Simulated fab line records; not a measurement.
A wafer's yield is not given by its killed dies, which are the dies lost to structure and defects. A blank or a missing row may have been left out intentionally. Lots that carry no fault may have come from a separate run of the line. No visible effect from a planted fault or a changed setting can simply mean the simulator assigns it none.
fab line records	flow sky130
record lots=7	wafers=21	lastDay=50
route steps=708 shown POLY_CUT@307 SD_P@320 PAD_OPEN@708
lots that met no fault: from a run of the same line without faults
startH: hours from the record's first day to the start of the lot's first wafer shown	waitH: hours since the lot's step before	" unchanged from the row above	L1.1+2: a single row standing in for several wafers	- no value present, or no start provided	* or withheld: withheld	< > ~ a bound
route shown NAME@n: names a module that has steps shown in the file, with the first one's number in the route	usual: the fault-free wafers' mean and standard deviation	same: alike in all rows	chamber/n: place in a boat	sites: each site's reading	_std_site: standard deviation across them	_edge_site: the outer-site mean with the inner-site mean subtracted	radiusMm: how far each site lies from the wafer's centre	mask NAME#n: copy n	behind: the last tool/chamber to shape the wafer	hold: why the lot was held/for how many hours/how that ended	device: the n, p or np transistor that did not switch	end of line: tests of these same wafers at the route's end	where a step has no rows: the recipe by itself	killed: not the wafer's yield, but the dies lost to structure and defects at the first sort	map: per-die view of a wafer (x killed, . not killed, _ where there is no die)
set.NAME: the setting the step ran with; set.NAME@STEP: the setting that earlier step ran with	model.NAME: the simulator's own value behind a step, which no gauge read
lots at some steps of the route; a table a step, a row a wafer
services: when a tool's chamber went out of use (startH, in hours from the record's first day, below 0 if earlier), for how many hours, and the reason
## steps
# step SKY_POLY_CUT_DEHYDRATE_00
# recipe tempC=200	timeS=60
# step SKY_POLY_CUT_HMDS_01
# recipe primeTimeS=60	primeTempC=120
# step SKY_POLY_CUT_COAT_02
# recipe resist=BARC	tempC=withheld	timeS=withheld	spinRpm=3000	resistThkNm=60
# step SKY_POLY_CUT_COAT_03
# recipe resist=KrF-thick	spinRpm=3000	resistThkNm=450
# step SKY_POLY_CUT_SOFTBAKE_04
# recipe tempC=100	timeS=90	resist=KrF-thick
# step SKY_POLY_CUT_EXPOSE_05
# recipe maskId=NPCM	na=0.8	sourceShape=annular	sigmaInner=0.55	sigmaOuter=0.85	targetCdNm=270	doseMj=32
# step SKY_POLY_CUT_PEB_06
# recipe pebTempC=withheld	pebTimeS=withheld	resist=KrF-thick
# step SKY_POLY_CUT_DEVELOP_07
# recipe developTimeS=60	resist=KrF-thick	devTempC=21
# step SKY_POLY_CUT_CD_MEAS_08
# recipe targetCdNm=270
# usual cdNm=269.5/1.7
lot.wafer	tool	chamber	startH	waitH	cdNm
L641.3	cdSem-01	-	544.47	-	270.9
L641.5	"	-	"	"	271.8
L641.6	"	-	"	"	272.3
L649.1	cdSem-01	-	644.38	-	268.5
L649.3	"	-	"	"	269.0
L649.4	"	-	"	"	268.9
L656.2	cdSem-01	-	705.51	-	267.9
L656.3	"	-	"	"	267.8
L656.4	"	-	"	"	267.2
L659.1	cdSem-02	-	716.38	-	269.0
L659.5	"	-	"	"	271.3
L659.6	"	-	"	"	269.3
L658.2	cdSem-01	-	718.90	-	267.6
L658.4	"	-	"	"	266.1
L658.5	"	-	"	"	267.3
L660.1	cdSem-02	-	728.09	-	267.3
L660.3	"	-	"	"	267.9
L660.5	"	-	"	"	268.3
L664.2	cdSem-01	-	745.31	-	271.7
L664.4	"	-	"	"	270.5
L664.5	"	-	"	"	271.4
# step SKY_POLY_CUT_OVL_MEAS_09
# usual POLY_CUT_OVL=1/5.2
lot.wafer	tool	chamber	startH	waitH	POLY_CUT_OVL[nm]
L641.3	overlay-01	-	544.56	0.1	-4
L641.5	"	-	"	"	-6
L641.6	"	-	"	"	-7
L649.1	overlay-02	-	644.50	0.1	-5
L649.3	"	-	"	"	-5
L649.4	"	-	"	"	0
L656.2	overlay-02	-	705.62	0.1	2
L656.3	"	-	"	"	0
L656.4	"	-	"	"	4
L659.1	overlay-02	-	716.50	0.1	-6
L659.5	"	-	"	"	-3
L659.6	"	-	"	"	0
L658.2	overlay-01	-	719.01	0.1	3
L658.4	"	-	"	"	-6
L658.5	"	-	"	"	-4
L660.1	overlay-02	-	728.21	0.1	4
L660.3	"	-	"	"	4
L660.5	"	-	"	"	9
L664.2	overlay-02	-	745.42	0.1	8
L664.4	"	-	"	"	4
L664.5	"	-	"	"	7
# step SKY_POLY_CUT_ETCH_10
# recipe chemistry=N2/H2	target=BARC	ionEnergyEv=200	sourceW=500	biasW=100	pressureMtorr=30	n2FlowSccm=100	h2FlowSccm=200	stopOn=SiO2	timeS=45.9	targetDepthA=600
# usual drypumpMotorCurrentA=5.5/0.45	oesProductAu=0.854/0.0051	throttleValvePct=13.225/0.009
lot.wafer	tool	chamber	startH	waitH	drypumpMotorCurrentA	oesProductAu	rfHoursCounterH	throttleValvePct
L641.3	rieDiel-04	2	544.59	0.0	5.0	0.856	9	13.221
L641.5	"	2	"	"	5.0	0.854	-	13.228
L641.6	"	3	"	"	5.6	0.851	-	13.215
L649.1	rieDiel-03	0	644.54	0.0	5.2	0.863	6	13.204
L649.3	"	1	"	"	5.1	0.850	11	13.234
L649.4	"	3	"	"	6.2	0.858	21	13.230
L656.2	rieDiel-04	1	705.65	0.0	5.8	0.863	7	13.228
L656.3	"	2	"	"	5.0	0.858	13	13.215
L656.4	"	0	"	"	5.9	0.849	4	13.224
L659.1	rieDiel-04	2	716.54	0.0	5.0	0.852	14	13.232
L659.5	"	2	"	"	5.0	0.863	-	13.227
L659.6	"	3	"	"	5.6	0.858	-	13.233
L658.2	rieDiel-04	0	719.04	0.0	5.8	0.861	4	13.216
L658.4	"	2	"	"	5.0	0.863	14	13.222
L658.5	"	0	"	"	5.8	0.858	-	13.232
L660.1	rieDiel-02	0	728.25	0.0	5.0	0.848	7	13.233
L660.3	"	2	"	"	5.8	0.857	48	13.207
L660.5	"	2	"	"	5.8	0.862	-	13.230
L664.2	rieDiel-03	1	745.45	0.0	5.1	0.857	13	13.225
L664.4	"	3	"	"	6.2	0.853	24	13.234
L664.5	"	3	"	"	6.2	0.846	-	13.226
# step SKY_POLY_CUT_ETCH_11
# recipe target=Si3N4	chemistry=CF4/CH2F2/Ar	stopOn=poly-Si	sourceW=600	biasW=150	pressureMtorr=40	cf4FlowSccm=40	ch2f2FlowSccm=20	Ar_flow_sccm=150	timeS=42.5	targetDepthA=600
# usual ch2f2FlowSccm=20.01/0.055	drypumpMotorCurrentA=5.5/0.45	oesProductAu=0.825/0.0058	throttleValvePct=14.993/0.0086
lot.wafer	tool	chamber	startH	waitH	ch2f2FlowSccm	drypumpMotorCurrentA	oesProductAu	rfHoursCounterH	throttleValvePct
L641.3	rieDiel-04	2	544.63	0.0	20.03	4.9	0.833	9	14.997
L641.5	"	2	"	"	20.01	5.0	0.828	-	15.001
L641.6	"	3	"	"	19.95	5.6	0.826	-	15.009
L649.1	rieDiel-03	0	644.58	0.0	19.97	5.2	0.818	6	14.989
L649.3	"	1	"	"	20.04	5.1	0.830	11	15.001
L649.4	"	3	"	"	20.03	6.2	0.824	21	14.997
L656.2	rieDiel-04	1	705.69	0.0	20.07	5.8	0.821	7	15.008
L656.3	"	2	"	"	19.95	5.0	0.828	13	14.977
L656.4	"	0	"	"	20.09	5.8	0.823	4	15.005
L659.1	rieDiel-04	2	716.58	0.0	20.03	5.0	0.828	14	14.988
L659.5	"	2	"	"	20.13	4.9	0.825	-	14.992
L659.6	"	3	"	"	20.05	5.6	0.829	-	14.994
L658.2	rieDiel-04	0	719.08	0.0	19.93	5.8	0.827	4	14.979
L658.4	"	2	"	"	20.05	5.0	0.831	14	14.988
L658.5	"	0	"	"	20.00	5.8	0.821	-	15.015
L660.1	rieDiel-02	0	728.29	0.0	20.02	4.9	0.818	7	14.995
L660.3	"	2	"	"	20.09	5.8	0.817	49	15.004
L660.5	"	2	"	"	20.02	5.8	0.821	-	14.989
L664.2	rieDiel-03	1	745.49	0.0	19.99	5.1	0.827	13	15.004
L664.4	"	3	"	"	19.96	6.2	0.824	24	14.991
L664.5	"	3	"	"	19.91	6.2	0.825	-	14.993
# step SKY_POLY_CUT_STRIP_12
# recipe chemistry=O2/N2	powerW=1400	pressureMtorr=1500	platenTempC=withheld	o2FlowSccm=3000	n2FlowSccm=300	overashFraction=0.5
# usual chamberPressureMTorr=1499.9/1.3	drypumpMotorCurrentA=5.5/0.45	oesProductAu=0.452/0.0042	stripTimeToEndpointS=5.354/0.019
lot.wafer	tool	chamber	startH	waitH	chamberPressureMTorr	drypumpMotorCurrentA	oesProductAu	rfHoursCounterH	stripTimeToEndpointS	model.KrF-thick_of_POLY_CUT_COAT_03.thkNm
L641.3	plasmaAsher-02	1	544.70	0.1	1498.1	4.8	0.455	-	5.398	0
L641.5	"	0	"	"	1500.3	6.1	0.457	-	5.381	0
L641.6	"	1	"	"	1499.4	4.8	0.451	-	5.344	0
L649.1	plasmaAsher-01	0	644.62	0.0	1498.8	5.3	0.458	96	5.392	0
L649.3	"	0	"	"	1498.6	5.3	0.451	-	5.376	0
L649.4	"	1	"	"	1499.4	5.5	0.454	-	5.376	0
L656.2	plasmaAsher-04	1	705.73	0.0	-	-	-	-	-	408.9
L656.3	"	0	"	"	-	-	-	-	-	407.8
L656.4	"	1	"	"	-	-	-	-	-	408.4
L659.1	plasmaAsher-04	0	716.62	0.0	-	-	-	-	-	408.7
L659.5	"	1	"	"	-	-	-	-	-	407.4
L659.6	"	0	"	"	-	-	-	-	-	407.5
L658.2	plasmaAsher-02	1	719.12	0.0	-	-	-	-	-	409.1
L658.4	"	1	"	"	-	-	-	-	-	411
L658.5	"	1	"	"	-	-	-	-	-	409
L660.1	plasmaAsher-02	0	728.33	0.0	1497.8	6.1	0.447	91	5.345	0
L660.3	"	0	"	"	1499.8	6.1	0.455	-	5.378	0
L660.5	"	1	"	"	1501.0	4.8	0.451	-	5.355	0
L664.2	plasmaAsher-01	0	745.53	0.0	1501.1	5.2	0.448	0	5.340	0
L664.4	"	1	"	"	1499.2	5.5	0.451	-	5.302	0
L664.5	"	0	"	"	1500.8	5.2	0.446	-	5.320	0
# step SKY_SD_P_DEHYDRATE_00
# recipe tempC=200	timeS=60
# step SKY_SD_P_HMDS_01
# recipe primeTimeS=60	primeTempC=120
# step SKY_SD_P_COAT_02
# recipe resist=NOVOLAK	spinRpm=3000	resistThkNm=1140
# step SKY_SD_P_SOFTBAKE_03
# recipe tempC=90	timeS=60	resist=NOVOLAK
# step SKY_SD_P_EXPOSE_04
# recipe maskId=PSDM	na=0.6	sourceShape=conventional	sigmaOuter=0.6	polarization=unpolarized	targetCdNm=380	doseMj=138
# step SKY_SD_P_PEB_05
# recipe tempC=withheld	timeS=*	resist=NOVOLAK
# step SKY_SD_P_DEVELOP_06
# recipe resist=NOVOLAK	developer=TMAH	developTimeS=60	devTempC=23.69
# step SKY_SD_P_CD_MEAS_07
# recipe targetCdNm=380
# usual cdNm=380/3.3
lot.wafer	tool	chamber	startH	waitH	cdNm
L641.3	cdSem-02	-	574.68	0.1	382
L641.5	"	-	"	"	384
L641.6	"	-	"	"	383
L649.1	cdSem-01	-	672.79	0.1	379
L649.3	"	-	"	"	381
L649.4	"	-	"	"	380
L656.2	cdSem-02	-	733.58	0.1	380
L656.3	"	-	"	"	380
L656.4	"	-	"	"	380
L659.1	cdSem-01	-	743.84	0.1	377
L659.5	"	-	"	"	378
L659.6	"	-	"	"	376
L658.2	cdSem-02	-	746.21	0.1	378
L658.4	"	-	"	"	375
L658.5	"	-	"	"	377
L660.1	cdSem-01	-	755.29	0.1	383
L660.3	"	-	"	"	380
L660.5	"	-	"	"	385
L664.2	cdSem-02	-	773.16	0.1	377
L664.4	"	-	"	"	379
L664.5	"	-	"	"	380
# step SKY_SD_P_OVL_MEAS_08
# usual SD_P_OVL=0.0/1.5
lot.wafer	tool	chamber	startH	waitH	SD_P_OVL[nm]
L641.3	overlay-01	-	574.78	0.1	-0.7
L641.5	"	-	"	"	0.9
L641.6	"	-	"	"	-1.8
L649.1	overlay-02	-	672.91	0.1	-1.7
L649.3	"	-	"	"	0.0
L649.4	"	-	"	"	-1.1
L656.2	overlay-01	-	733.68	0.1	-1.3
L656.3	"	-	"	"	-0.6
L656.4	"	-	"	"	-1.4
L659.1	overlay-01	-	743.96	0.1	-3.1
L659.5	"	-	"	"	-3.2
L659.6	"	-	"	"	-0.4
L658.2	overlay-01	-	746.32	0.1	-0.2
L658.4	"	-	"	"	0.5
L658.5	"	-	"	"	-0.6
L660.1	overlay-02	-	755.41	0.1	-2.0
L660.3	"	-	"	"	-0.9
L660.5	"	-	"	"	-1.2
L664.2	overlay-02	-	773.27	0.1	0.0
L664.4	"	-	"	"	3.3
L664.5	"	-	"	"	3.2
# step SKY_SD_P_IMPLANT_09
# recipe species=BF2	energyKev=20	doseCm2=3e+15	tiltDeg=0
# step SKY_SD_P_STRIP_10
# recipe chemistry=O2/N2	powerW=1400	pressureMtorr=1500	platenTempC=withheld	o2FlowSccm=3000	n2FlowSccm=300	overashFraction=0.5
# usual chamberPressureMTorr=1500.0/1.4	drypumpMotorCurrentA=5.7/0.5	oesProductAu=0.617/0.0049	stripTimeToEndpointS=17.48/0.047
lot.wafer	tool	chamber	startH	waitH	chamberPressureMTorr	drypumpMotorCurrentA	oesProductAu	rfHoursCounterH	stripTimeToEndpointS
L641.3	plasmaAsher-03	1	574.98	0.1	1501.0	6.2	0.618	-	17.53
L641.5	"	1	"	"	1499.5	6.2	0.618	-	17.56
L641.6	"	0	"	"	1501.1	5.8	0.610	-	17.56
L649.1	plasmaAsher-03	0	673.10	0.1	1498.1	5.8	0.615	24	17.45
L649.3	"	0	"	"	1502.1	5.8	0.618	-	17.49
L649.4	"	1	"	"	1502.1	6.2	0.618	-	17.42
L656.2	plasmaAsher-02	0	733.86	0.1	1498.4	6.1	0.578	92	22.81
L656.3	"	0	"	"	1498.3	6.1	0.572	-	22.83
L656.4	"	1	"	"	1502.1	4.8	0.567	-	22.80
L659.1	plasmaAsher-02	0	744.15	0.1	1498.7	6.1	0.569	93	22.81
L659.5	"	0	"	"	1499.6	6.1	0.583	-	22.84
L659.6	"	1	"	"	1498.1	4.8	0.569	-	22.84
L658.2	plasmaAsher-02	1	746.50	0.1	1498.4	4.8	0.582	93	22.80
L658.4	"	1	"	"	1498.3	4.8	0.573	-	22.82
L658.5	"	0	"	"	1500.1	6.0	0.573	-	22.79
L660.1	plasmaAsher-04	0	755.60	0.1	1497.1	5.8	0.618	63	17.51
L660.3	"	1	"	"	1498.8	5.7	0.621	-	17.49
L660.5	"	1	"	"	1501.6	5.7	0.613	-	17.56
L664.2	plasmaAsher-04	0	773.45	0.1	1497.7	5.8	0.618	64	17.40
L664.4	"	1	"	"	1499.7	5.7	0.607	-	17.38
L664.5	"	1	"	"	1501.2	5.7	0.622	-	17.40
# step SKY_SD_P_TW_MEAS_11
# usual SD_P_TW=2822/15
lot.wafer	tool	chamber	startH	waitH	hold	SD_P_TW
L641.3	filmMetro-01	-	575.07	0.1	-	2812
L641.5	"	-	"	"	-	2817
L641.6	"	-	"	"	-	2793
L649.1	filmMetro-01	-	673.20	0.1	-	2822
L649.3	"	-	"	"	-	2819
L649.4	"	-	"	"	-	2803
L656.2	filmMetro-01	-	733.97	0.1	awaitDispo/0.2h/release	30
L656.3	"	-	"	"	awaitDispo/0.2h/release	30
L656.4	"	-	"	"	awaitDispo/0.2h/release	30
L656.2	filmMetro-01	-	734.20	0.2	-	30
L656.3	"	-	"	"	-	30
L656.4	"	-	"	"	-	30
L659.1	filmMetro-01	-	744.25	0.1	awaitDispo/0.2h/release	30
L659.5	"	-	"	"	awaitDispo/0.2h/release	30
L659.6	"	-	"	"	awaitDispo/0.2h/release	30
L659.1	filmMetro-01	-	744.48	0.2	-	30
L659.5	"	-	"	"	-	30
L659.6	"	-	"	"	-	30
L658.2	filmMetro-02	-	746.61	0.1	awaitDispo/0.2h/release	30
L658.4	"	-	"	"	awaitDispo/0.2h/release	30
L658.5	"	-	"	"	awaitDispo/0.2h/release	30
L658.2	filmMetro-02	-	746.83	0.2	-	30
L658.4	"	-	"	"	-	30
L658.5	"	-	"	"	-	30
L660.1	filmMetro-02	-	755.70	0.1	-	2823
L660.3	"	-	"	"	-	2827
L660.5	"	-	"	"	-	2824
L664.2	filmMetro-02	-	773.56	0.1	-	2831
L664.4	"	-	"	"	-	2831
L664.5	"	-	"	"	-	2842
# step SKY_PAD_OPEN_PROBE_99
# usual defectLimitedYield=82.5/1.9	killed_at_M0_to_M3=42/6.4	killed_at_M4_up=2.9/1.7	killedAtContacts=25/5.2	killedAtFrontEnd=16/4.4	killedAtOther=0.4/0.65	killedDies=86/9.2	killedOpen=47/6.6	killedShort=39/5.8	sort_bin_3_pad_short=0.9/0.42	sort_bin_5_function=10.4/1.5	sort_bin_6_memory=6.3/1	sortNPass=406/9.2	sortYieldPct=82.5/1.9
# same grossDies=492	killedAtBackSide=0	sort_bin_4_leakage[%]=0	sort_bin_8_speed[%]=0
lot.wafer	tool	chamber	startH	waitH	defectLimitedYield[%]	killed_at_M0_to_M3	killed_at_M4_up	killedAtContacts	killedAtFrontEnd	killedAtOther	killedDies	killedOpen	killedShort	sort_bin_3_pad_short[%]	sort_bin_5_function[%]	sort_bin_6_memory[%]	sortNPass	sortYieldPct[%]
L641.3	prober-02	-	1060.77	0.2	81.9	39	3	25	22	0	89	41	47	0.6	11.2	6.3	403	81.9
L641.5	prober-02	-	1060.87	0.2	81.3	43	3	31	14	1	92	45	46	0.6	11.6	6.5	400	81.3
L641.6	prober-02	-	1060.92	0.2	79.5	41	4	34	21	1	101	54	44	1.6	12.8	6.1	391	79.5
# killed by level:class
L641.3 FIELD_ISO:geometricParticle:short=10 VIA1:geometricParticle:open=10 CONTACT:geometricParticle:open=8 METAL2:geometricParticle:short=8 CONTACT:geometricParticle:short=6 LOCAL_INTERCONNECT:geometricParticle:short=5 FIELD_ISO:geometricParticle:open=4 LI_CONTACT:geometricParticle:open=4
L641.5 VIA3:geometricParticle:open=10 CONTACT:geometricParticle:short=9 CONTACT:geometricParticle:open=8 VIA1:geometricParticle:short=7 LI_CONTACT:geometricParticle:open=6 POLY_GATE:geometricParticle:open=5 VIA1:geometricParticle:open=5 METAL2:geometricParticle:short=5
L641.6 CONTACT:geometricParticle:open=15 FIELD_ISO:geometricParticle:short=8 VIA3:geometricParticle:open=8 LI_CONTACT:geometricParticle:open=7 CONTACT:geometricParticle:short=7 METAL2:geometricParticle:short=7 FIELD_ISO:geometricParticle:open=5 VIA2:geometricParticle:open=4
## services
tool	chamber	startH	hours	kind
rieDiel-03	-	522.55	2.8	pm
rieDiel-03	1	525.75	6.0	repair
rieDiel-04	0	529.08	-	clean
rieDiel-04	0	529.08	20.5	scheduledDown
rieDiel-04	0	529.08	20.5	ventCycle
plasmaAsher-04	-	582.39	2.9	repair
rieDiel-02	1	615.32	3.7	repair
rieDiel-02	3	616.41	3.5	repair
plasmaAsher-04	-	623.84	4.4	repair
plasmaAsher-04	-	628.22	6.1	pm
plasmaAsher-02	-	628.43	3.0	repair
rieDiel-04	-	630.64	0.9	repair
plasmaAsher-01	-	635.74	2.8	pm
rieDiel-04	2	666.20	5.5	repair
plasmaAsher-02	-	667.72	3.0	repair
plasmaAsher-01	-	690.48	2.2	repair
rieDiel-02	2	720.96	6.7	repair
rieDiel-04	-	729.07	2.8	pm
plasmaAsher-01	-	732.02	1.7	repair
plasmaAsher-01	-	733.75	9.0	pm
rieDiel-02	0	738.20	9.5	repair
plasmaAsher-01	-	758.94	2.8	repair
rieDiel-04	3	760.62	2.0	repair
rieDiel-02	2	773.42	17.0	repair
## key
firstSign step=SKY_POLY_CUT_STRIP_12	reading=toolRecord	direction=missing
effect step=SKY_SD_P_STRIP_10	reading=stripTimeToEndpointS	direction=up	sigmas=99+	usual=*	struck=*
effect step=SKY_SD_P_TW_MEAS_11	reading=visit	direction=added
effect step=SKY_SD_P_TW_MEAS_11	reading=SD_P_TW	direction=down	sigmas=99+	usual=2822	struck=30
modelEffect step=SKY_POLY_CUT_STRIP_12	value=KrF-thick_of_POLY_CUT_COAT_03.thkNm	without=0	struck=408.6
metAt SKY_POLY_CUT_STRIP_12
struckWafers L656.2,L656.3,L656.4,L658.2,L658.4,L658.5,L659.1,L659.5,L659.6
scrappedBehind SKY_SD_P_TW_MEAS_11 L656.2,L656.3,L656.4,L658.2,L658.4,L658.5,L659.1,L659.5,L659.6
onsetBetween 544.70 705.73
fault kind=skippedStepWhole	tool=plasmaAsher-02,plasmaAsher-04	chamber=-	onsetH=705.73	steps=SKY_POLY_CUT_STRIP_12	scope=struckLotsOnly
